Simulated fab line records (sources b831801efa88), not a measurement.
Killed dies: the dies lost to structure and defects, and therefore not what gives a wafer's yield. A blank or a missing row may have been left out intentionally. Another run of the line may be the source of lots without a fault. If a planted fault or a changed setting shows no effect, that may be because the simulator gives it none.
Check of tool commonality / flow sfq-line / 14 lots, 42 wafers sampled

== WHY THIS WAS OPENED ==
SFQ_M1_RS_MEAS_909, reading M1_NB_RS: flagged on 2 of 14 lots. No-fault wafers: 0.888 ohm/sq, standard deviation 0.0097.
Rule: a lot is flagged in two cases, either no wafer of it has a number, or all its wafers with numbers fall more than 4 standard deviations from that mean. All remaining lots are regarded as sound.

lot=L958; measured=day 17 17:28; on=film-metro-03; M1_NB_RS (ohm/sq), wafer by wafer=0.870 0.888 0.875; flag=
lot=L960; measured=day 18 20:29; on=film-metro-01; M1_NB_RS (ohm/sq), wafer by wafer=0.885 0.887 0.882; flag=
lot=L961; measured=day 19 02:38; on=film-metro-03; M1_NB_RS (ohm/sq), wafer by wafer=0.876 0.872 0.881; flag=
lot=L962; measured=day 19 19:33; on=film-metro-01; M1_NB_RS (ohm/sq), wafer by wafer=0.888 0.896 0.896; flag=
lot=L963; measured=day 20 07:32; on=film-metro-03; M1_NB_RS (ohm/sq), wafer by wafer=0.878 0.890 0.896; flag=
lot=L966; measured=day 22 00:20; on=film-metro-01; M1_NB_RS (ohm/sq), wafer by wafer=0.895 0.900 0.887; flag=
lot=L968; measured=day 23 01:55; on=film-metro-04; M1_NB_RS (ohm/sq), wafer by wafer=0.894 0.881 0.883; flag=
lot=L969; measured=day 23 10:09; on=film-metro-03; M1_NB_RS (ohm/sq), wafer by wafer=0.893 0.886 0.902; flag=
lot=L971; measured=day 24 00:40; on=film-metro-03; M1_NB_RS (ohm/sq), wafer by wafer=0.879 0.875 0.880; flag=
lot=L973; measured=day 24 16:48; on=film-metro-04; M1_NB_RS (ohm/sq), wafer by wafer=0.702 0.702 0.710; flag=FLAGGED
lot=L974; measured=day 25 08:31; on=film-metro-01; M1_NB_RS (ohm/sq), wafer by wafer=0.703 0.706 0.700; flag=FLAGGED
lot=L979; measured=day 26 10:48; on=film-metro-01; M1_NB_RS (ohm/sq), wafer by wafer=0.882 0.880 0.881; flag=
lot=L980; measured=day 27 06:41; on=film-metro-03; M1_NB_RS (ohm/sq), wafer by wafer=0.866 0.871 0.870; flag=
lot=L981; measured=day 27 16:03; on=film-metro-04; M1_NB_RS (ohm/sq), wafer by wafer=0.879 0.878 0.894; flag=
The numbers of the flagged lots are 0.704 ohm/sq on average: -0.184 ohm/sq against the usual, or -19 standard deviations.

== WHICH TOOL RAN EACH LOT ==
Before the reading, the record contains 2 process steps out of a 325-step route. In each cell: the tool, then ch and the chambers that the sampled wafers went through, then the start.
lot=L958; flag=; SFQ_TRILAYER_L0_VIA_ETCH_VIA_ETCH_016=rie-diel-03 ch 0,1,3, day 8 07:14; SFQ_TRILAYER_M1_DEP_SPUTTER_037=pvd-sputter-03, day 17 17:22
lot=L960; flag=; SFQ_TRILAYER_L0_VIA_ETCH_VIA_ETCH_016=rie-diel-03 ch 1,2, day 8 23:04; SFQ_TRILAYER_M1_DEP_SPUTTER_037=pvd-sputter-03, day 18 20:22
lot=L961; flag=; SFQ_TRILAYER_L0_VIA_ETCH_VIA_ETCH_016=rie-diel-04 ch 0,2, day 9 05:04; SFQ_TRILAYER_M1_DEP_SPUTTER_037=pvd-sputter-03, day 19 02:30
lot=L962; flag=; SFQ_TRILAYER_L0_VIA_ETCH_VIA_ETCH_016=rie-diel-04 ch 0,2,3, day 9 14:40; SFQ_TRILAYER_M1_DEP_SPUTTER_037=pvd-sputter-06, day 19 19:26
lot=L963; flag=; SFQ_TRILAYER_L0_VIA_ETCH_VIA_ETCH_016=rie-diel-02 ch 0,1,3, day 10 03:52; SFQ_TRILAYER_M1_DEP_SPUTTER_037=pvd-sputter-03, day 20 07:26
lot=L966; flag=; SFQ_TRILAYER_L0_VIA_ETCH_VIA_ETCH_016=rie-diel-04 ch 1,2,3, day 11 00:16; SFQ_TRILAYER_M1_DEP_SPUTTER_037=pvd-sputter-06, day 22 00:14
lot=L968; flag=; SFQ_TRILAYER_L0_VIA_ETCH_VIA_ETCH_016=rie-diel-03 ch 2,3, day 11 13:28; SFQ_TRILAYER_M1_DEP_SPUTTER_037=pvd-sputter-04, day 23 01:49
lot=L969; flag=; SFQ_TRILAYER_L0_VIA_ETCH_VIA_ETCH_016=rie-diel-04 ch 1,2, day 11 19:28; SFQ_TRILAYER_M1_DEP_SPUTTER_037=pvd-sputter-03, day 23 10:01
lot=L971; flag=; SFQ_TRILAYER_L0_VIA_ETCH_VIA_ETCH_016=rie-diel-04 ch 1,2,3, day 12 05:10; SFQ_TRILAYER_M1_DEP_SPUTTER_037=pvd-sputter-04, day 24 00:34
lot=L973; flag=FLAGGED; SFQ_TRILAYER_L0_VIA_ETCH_VIA_ETCH_016=rie-diel-04 ch 1,2, day 12 22:19; SFQ_TRILAYER_M1_DEP_SPUTTER_037=pvd-sputter-04, day 24 16:41
lot=L974; flag=FLAGGED; SFQ_TRILAYER_L0_VIA_ETCH_VIA_ETCH_016=rie-diel-02 ch 0,1,2, day 13 07:55; SFQ_TRILAYER_M1_DEP_SPUTTER_037=pvd-sputter-04, day 25 08:25
lot=L979; flag=; SFQ_TRILAYER_L0_VIA_ETCH_VIA_ETCH_016=rie-diel-04 ch 1,2,3, day 15 00:16; SFQ_TRILAYER_M1_DEP_SPUTTER_037=pvd-sputter-06, day 26 10:41
lot=L980; flag=; SFQ_TRILAYER_L0_VIA_ETCH_VIA_ETCH_016=rie-diel-03 ch 0,2,3, day 15 11:47; SFQ_TRILAYER_M1_DEP_SPUTTER_037=pvd-sputter-06, day 27 06:35
lot=L981; flag=; SFQ_TRILAYER_L0_VIA_ETCH_VIA_ETCH_016=rie-diel-02 ch 0,1,3, day 15 15:01; SFQ_TRILAYER_M1_DEP_SPUTTER_037=pvd-sputter-03, day 27 15:58
What is done by these steps:
- SFQ_TRILAYER_L0_VIA_ETCH_VIA_ETCH_016: etches SiO2 in CHF3, stops on MoNx KI, target depth 80 nm.
- SFQ_TRILAYER_M1_DEP_SPUTTER_037: material Nb, target thk 200 nm, time 133.3 s.
- SFQ_M1_RS_MEAS_909: measures by four-point-probe.

== FLAGGED AGAINST TOTAL, ONE TOOL AT A TIME (gauges that did the reading follow at the end) ==
step=SFQ_TRILAYER_L0_VIA_ETCH_VIA_ETCH_016; tool=rie-diel-02; lots run=3; flagged=1; share of the flagged lots=some; sound lots run after its first flagged lot=1 (L981)
step=SFQ_TRILAYER_L0_VIA_ETCH_VIA_ETCH_016; tool=rie-diel-03; lots run=4; flagged=0; share of the flagged lots=none; sound lots run after its first flagged lot=-
step=SFQ_TRILAYER_L0_VIA_ETCH_VIA_ETCH_016; tool=rie-diel-04; lots run=7; flagged=1; share of the flagged lots=some; sound lots run after its first flagged lot=1 (L979)
step=SFQ_TRILAYER_M1_DEP_SPUTTER_037; tool=pvd-sputter-03; lots run=6; flagged=0; share of the flagged lots=none; sound lots run after its first flagged lot=-
step=SFQ_TRILAYER_M1_DEP_SPUTTER_037; tool=pvd-sputter-04; lots run=4; flagged=2; share of the flagged lots=all; sound lots run after its first flagged lot=0
step=SFQ_TRILAYER_M1_DEP_SPUTTER_037; tool=pvd-sputter-06; lots run=4; flagged=0; share of the flagged lots=none; sound lots run after its first flagged lot=-
step=SFQ_M1_RS_MEAS_909; tool=film-metro-01; lots run=5; flagged=1; share of the flagged lots=some; sound lots run after its first flagged lot=1 (L979)
step=SFQ_M1_RS_MEAS_909; tool=film-metro-03; lots run=6; flagged=0; share of the flagged lots=none; sound lots run after its first flagged lot=-
step=SFQ_M1_RS_MEAS_909; tool=film-metro-04; lots run=3; flagged=1; share of the flagged lots=some; sound lots run after its first flagged lot=1 (L981)

== WHAT THE TABLE PERMITS ==
1 row of the table ran every flagged lot: pvd-sputter-04 at SFQ_TRILAYER_M1_DEP_SPUTTER_037.
- pvd-sputter-04 at SFQ_TRILAYER_M1_DEP_SPUTTER_037: 2 of its 4 lots flagged. Last sound lot L971 at day 24 00:34, first flagged lot L973 at day 24 16:41; a fault beginning in between fits. Its own readings lie more than 4 standard deviations out on every wafer of the flagged lots: cathode-dc-power-W.
Just one tool remains: pvd-sputter-04 at SFQ_TRILAYER_M1_DEP_SPUTTER_037.

== WHAT THE SIMULATOR PUT IN ==
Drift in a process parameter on pvd-sputter-04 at SFQ_TRILAYER_M1_DEP_SPUTTER_037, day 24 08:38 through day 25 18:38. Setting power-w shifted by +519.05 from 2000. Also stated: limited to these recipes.
Lots struck among those shown: L973, L974. The rule above found the same.
